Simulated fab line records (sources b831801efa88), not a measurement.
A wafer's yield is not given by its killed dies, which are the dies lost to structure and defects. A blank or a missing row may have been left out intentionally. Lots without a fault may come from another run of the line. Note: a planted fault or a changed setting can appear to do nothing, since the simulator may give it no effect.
2 desks, one fault + flow gf180mcu + each desk has only its own numbers; what lay behind them comes last

== TOOL OWNER'S DESK, hdpcvd-02 ==
The tool's own readings at GF_V4_CVD_00 (deposits SiO2, target thk 600 nm, time 100 s): means of the sampled wafers that have a number, for each lot that ran on this tool. Any lot whose mean is over 4 standard deviations away from the usual mean is out of limits and marked OUT; that distance is given in the brackets.
Columns: A = sih4_flow_sccm at GF_V4_CVD_00, usual 60.01 sccm
| lot  | first seen here | A                       |
|------|-----------------|-------------------------|
| L551 | day 23 13:20    | 59.89                   |
| L555 | day 25 08:17    | 60.13                   |
| L556 | day 25 14:55    | 60.13                   |
| L562 | day 27 12:59    | 60.02                   |
| L567 | day 29 02:56    | 70.16 (+51) OUT         |
| L569 | day 29 14:56    | 70.00 (+50) OUT         |
| L571 | day 30 03:08    | 79.92 (+99 or more) OUT |
Finding of this desk: L567, L569, L571 out of limits; the first was L567 at day 29 02:56, on sih4_flow_sccm at GF_V4_CVD_00. In limits: L551, L555, L556, L562.

== AT THE METROLOGY DESK ==
What the gauges read for every lot (on any tool): the sampled wafers with a number, averaged. Any lot whose mean is over 4 standard deviations away from the usual mean is out of limits and marked OUT; that distance is given in the brackets.
Columns: A = V3_BOW at GF_V3_BOW_MEAS_05, usual 114 um; B = V4_CVD_00_THK at GF_V4_THK_MEAS_01, usual 600 nm
| lot  | first seen here | A   | B             |
|------|-----------------|-----|---------------|
| L551 | day 21 13:55    | 115 | 598           |
| L555 | day 23 09:50    | 116 | 604           |
| L556 | day 23 16:35    | 107 | 603           |
| L557 | day 23 17:10    | 114 | 596           |
| L560 | day 24 21:12    | 125 | 595           |
| L562 | day 25 17:44    | 95  | 599           |
| L563 | day 26 03:46    | 116 | 593           |
| L567 | day 27 10:07    | 114 | 699 (+16) OUT |
| L569 | day 27 22:02    | 116 | 706 (+17) OUT |
| L571 | day 28 10:42    | 113 | 804 (+33) OUT |
| L572 | day 28 14:23    | 122 | 595           |
| L573 | day 28 22:47    | 113 | 600           |
Per this desk, out of limits: L567, L569, L571; the first was L567, day 29 03:01 (V4_CVD_00_THK at GF_V4_THK_MEAS_01). In limits: L551, L555, L556, L557, L560, L562, L563, L572, L573.

== PUT TOGETHER ==
An alarm could have come from the tool owner's desk at day 29 02:56, on L567, L569, L571.
An alarm was possible from the metrology desk at day 29 03:01, on L567, L569, L571.
Of the lots named, all ran GF_V4_CVD_00 on hdpcvd-02.

== WHAT WAS PUT IN BY THE SIMULATOR ==
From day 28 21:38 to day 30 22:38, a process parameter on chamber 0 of hdpcvd-02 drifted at GF_V4_CVD_00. Setting sih4_flow_sccm, moved by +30, from 60. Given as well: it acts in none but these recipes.
Shown lots that were struck: L567, L569, L571.
Time in hours from fault onset to the first out-of-limits reading at each desk: tool owner's desk 5, metrology desk 5.
